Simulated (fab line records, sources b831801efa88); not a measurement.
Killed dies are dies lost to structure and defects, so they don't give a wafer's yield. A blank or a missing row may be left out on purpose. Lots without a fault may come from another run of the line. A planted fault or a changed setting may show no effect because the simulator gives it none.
Which tool did it? | flow gf180mcu | 13 lots, 39 wafers sampled, at 5 steps of a route of 602

WHAT THE GAUGES READ, wafer by wafer
GF_POLY_GATE_THK_MEAS_01.
lot  | measured     | on            | POLY_GATE_CVD_00_THK (nm)
L945 | day 8 11:58  | film_metro-01 | 200.5 201.4 202.3
L946 | day 8 15:40  | film_metro-01 | 199.1 199.3 198.9
L948 | day 9 16:37  | film_metro-03 | 199.3 199.3 198.1
L950 | day 10 00:13 | film_metro-03 | 200.0 199.1 197.9
L951 | day 10 07:14 | film_metro-03 | 198.4 198.5 196.8
L953 | day 10 19:23 | film_metro-03 | 204.3 205.1 206.2
L957 | day 11 22:41 | film_metro-03 | 199.2 200.6 198.6
L958 | day 12 06:08 | film_metro-03 | 246.8 247.2 246.5
L959 | day 12 23:17 | film_metro-01 | 243.3 243.8 244.4
L960 | day 12 22:56 | film_metro-03 | 200.2 199.0 200.0
L961 | day 13 03:58 | film_metro-01 | 245.4 245.4 246.2
L967 | day 14 18:38 | film_metro-01 | 199.1 199.2 200.0
L968 | day 15 00:23 | film_metro-01 | 202.4 202.3 201.2

GF_POLY_GATE_CD_MEAS_10: target cd 280 nm.
lot  | measured     | on        | cd_nm (nm)
L945 | day 9 04:17  | cd_sem-02 | 280.8 279.4 280.4
L946 | day 9 08:36  | cd_sem-01 | 281.1 279.8 281.1
L948 | day 10 09:23 | cd_sem-01 | 281.8 282.1 281.6
L950 | day 10 17:37 | cd_sem-01 | 282.2 282.2 280.4
L951 | day 11 01:08 | cd_sem-01 | 282.5 283.7 282.9
L953 | day 11 14:31 | cd_sem-01 | 280.0 279.6 280.5
L957 | day 12 18:23 | cd_sem-02 | 280.3 280.7 280.6
L958 | day 13 01:41 | cd_sem-01 | 280.2 279.5 280.1
L959 | day 13 18:52 | cd_sem-02 | 280.4 281.0 279.8
L960 | day 13 18:05 | cd_sem-02 | 281.5 280.6 282.1
L961 | day 13 23:28 | cd_sem-02 | 279.4 277.8 278.7
L967 | day 15 16:17 | cd_sem-02 | 277.9 278.7 278.9
L968 | day 15 21:37 | cd_sem-02 | 278.3 279.1 278.9

GF_POLY_GATE_OVL_MEAS_11.
lot  | measured     | on         | POLY_GATE_OVL (nm)
L945 | day 9 04:22  | overlay-02 | 6 -1 -1
L946 | day 9 08:41  | overlay-02 | 10 5 2
L948 | day 10 09:30 | overlay-01 | 9 6 7
L950 | day 10 17:43 | overlay-02 | 5 -4 -4
L951 | day 11 01:16 | overlay-01 | 11 7 5
L953 | day 11 14:36 | overlay-01 | 6 10 5
L957 | day 12 18:29 | overlay-01 | 1 11 8
L958 | day 13 01:48 | overlay-01 | 14 7 13
L959 | day 13 18:59 | overlay-02 | 1 8 6
L960 | day 13 18:12 | overlay-01 | -4 1 -9
L961 | day 13 23:35 | overlay-01 | 10 9 18
L967 | day 15 16:25 | overlay-01 | -1 4 -2
L968 | day 15 21:44 | overlay-01 | 9 9 3

GF_HV_LDD_CD_MEAS_19: target cd 400 nm.
lot  | measured     | on        | cd_nm (nm)
L945 | day 10 17:55 | cd_sem-01 | 401.4 405.0 400.8
L946 | day 10 23:53 | cd_sem-02 | 396.5 396.1 397.4
L948 | day 12 02:09 | cd_sem-02 | 397.1 398.7 396.5
L950 | day 12 09:07 | cd_sem-02 | 395.3 396.8 397.1
L951 | day 12 16:56 | cd_sem-02 | 402.3 401.3 402.0
L953 | day 13 06:58 | cd_sem-02 | 401.5 399.6 399.8
L957 | day 14 12:24 | cd_sem-01 | 403.1 404.2 402.6
L958 | day 14 20:01 | cd_sem-01 | 396.8 398.1 396.5
L959 | day 15 15:52 | cd_sem-02 | 399.2 396.5 397.7
L960 | day 15 15:00 | cd_sem-01 | 396.6 400.2 397.8
L961 | day 15 21:17 | cd_sem-01 | 398.1 396.7 398.2
L967 | day 17 16:08 | cd_sem-01 | 398.4 400.5 400.4
L968 | day 17 20:38 | cd_sem-02 | 396.2 396.1 395.7

WHICH TOOL RAN EACH LOT (tool, then ch and the chambers of the sampled wafers, then the start)
lot  | GF_POLY_GATE_CVD_00
L945 | lpcvd-02 ch 1, day 8 10:37
L946 | lpcvd-01 ch 1, day 8 14:18
L948 | lpcvd-01 ch 0, day 9 15:16
L950 | lpcvd-01 ch 1, day 9 22:52
L951 | lpcvd-01 ch 0, day 10 05:54
L953 | lpcvd-02 ch 0, day 10 17:58
L957 | lpcvd-01 ch 1, day 11 21:21
L958 | lpcvd-01 ch 1, day 12 04:48
L959 | lpcvd-01 ch 1, day 12 20:17
L960 | lpcvd-02 ch 0, day 12 21:35
L961 | lpcvd-01 ch 1, day 13 01:58
L967 | lpcvd-02 ch 0, day 14 17:18
L968 | lpcvd-02 ch 1, day 14 23:03
- GF_POLY_GATE_CVD_00: deposits poly-Si, target thk 200 nm, time 1200 s.

WHAT THE TOOLS THEMSELVES READ (means of the sampled wafers that have a number; where no wafer has one, the mark that the record gives instead)
GF_POLY_GATE_CVD_00.
lot  | tool     | spike_tc_bottom_C (C) | spike_tc_centre_C (C) | spike_tc_lower_C (C) | spike_tc_top_C (C) | spike_tc_upper_C (C) | susceptor_temp_C (C)
L945 | lpcvd-02 | 642.9                 | 618.7                 | 623.3                | 637.7              | 620.0                | 620.2
L946 | lpcvd-01 | 640.2                 | 620.7                 | 620.4                | 639.0              | 620.1                | 619.8
L948 | lpcvd-01 | 640.4                 | 622.6                 | 619.8                | 637.9              | 620.8                | 619.8
L950 | lpcvd-01 | 640.2                 | 621.3                 | 621.1                | 638.4              | 619.5                | 620.1
L951 | lpcvd-01 | 642.1                 | 621.6                 | 620.6                | 638.7              | 621.3                | 620.0
L953 | lpcvd-02 | 639.5                 | 620.5                 | 622.4                | 637.8              | 620.1                | 620.2
L957 | lpcvd-01 | 641.4                 | 620.6                 | 620.1                | 638.8              | 619.7                | 620.2
L958 | lpcvd-01 | 648.7                 | 629.5                 | 629.5                | 647.4              | 628.5                | 628.9
L959 | lpcvd-01 | 649.7                 | 629.7                 | 629.9                | 647.6              | 629.0                | 629.2
L960 | lpcvd-02 | 640.3                 | 619.0                 | 621.7                | 636.6              | 618.9                | 620.2
L961 | lpcvd-01 | 648.2                 | 629.8                 | 629.7                | 647.5              | 628.9                | 629.0
L967 | lpcvd-02 | 639.2                 | 619.6                 | 622.2                | 637.8              | 618.4                | 620.1
L968 | lpcvd-02 | 643.7                 | 619.4                 | 622.6                | 637.5              | 619.5                | 620.5

THE ANSWER, worked out from the rows above alone
Rule: what is usual is taken from the lots themselves. Put in order of their means at a reading, lots are off if they are a third of the lots or fewer, leave a main group of 4 or more, and stand apart from it by a gap of 3 or more times the standard deviation of the main group's means; of several such gaps the widest counts. A main group whose means are all the same, to the digits that the tables above print for the reading, isn't used. A lot without any number at a reading at which 4 lots or more have one is off too. The other lots that the step has rows for count as sound. The gauges are gone through in route order, then the tools' own readings, and for those a lot's mean is taken as printed above. The first step at which some lot is off is used, and at that step the reading that is off furthest; a lot without a number counts as furthest.
Off: L958, L959, L961, at GF_POLY_GATE_THK_MEAS_01 (POLY_GATE_CVD_00_THK). The main group: mean 200.2 nm, standard deviation 2.
A tool fits if, at a process step before that reading, it ran every lot that is off, and no sound lot after the first of them. The gauges at GF_POLY_GATE_THK_MEAS_01 aren't tried: what is off there is off at GF_POLY_GATE_CVD_00 too, on other tools, and a gauge's error can't cause that. One fits: lpcvd-01 at GF_POLY_GATE_CVD_00. Its last sound lot is L957 (day 11 21:21), its first lot that is off L958 (day 12 04:48): a fault that began between those two fits.
The tool's own readings at GF_POLY_GATE_CVD_00 bear it out: on the lots that are off they differ by more than 5 times the standard deviation of the sound lots' means. spike_tc_bottom_C reads 648.9 C there against 641.0 C on the sound lots; spike_tc_centre_C reads 629.7 C there against 620.4 C on the sound lots; spike_tc_lower_C reads 629.7 C there against 621.4 C on the sound lots; spike_tc_top_C reads 647.5 C there against 638.0 C on the sound lots; spike_tc_upper_C reads 628.8 C there against 619.8 C on the sound lots; susceptor_temp_C reads 629.0 C there against 620.1 C on the sound lots.

WHAT THE SIMULATOR HAD PUT IN
Process parameter drift: lpcvd-01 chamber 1, from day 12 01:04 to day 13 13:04, at GF_POLY_GATE_CVD_00. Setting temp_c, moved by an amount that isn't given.
Lots struck among those shown: L958, L959, L961. The rule above found the same.
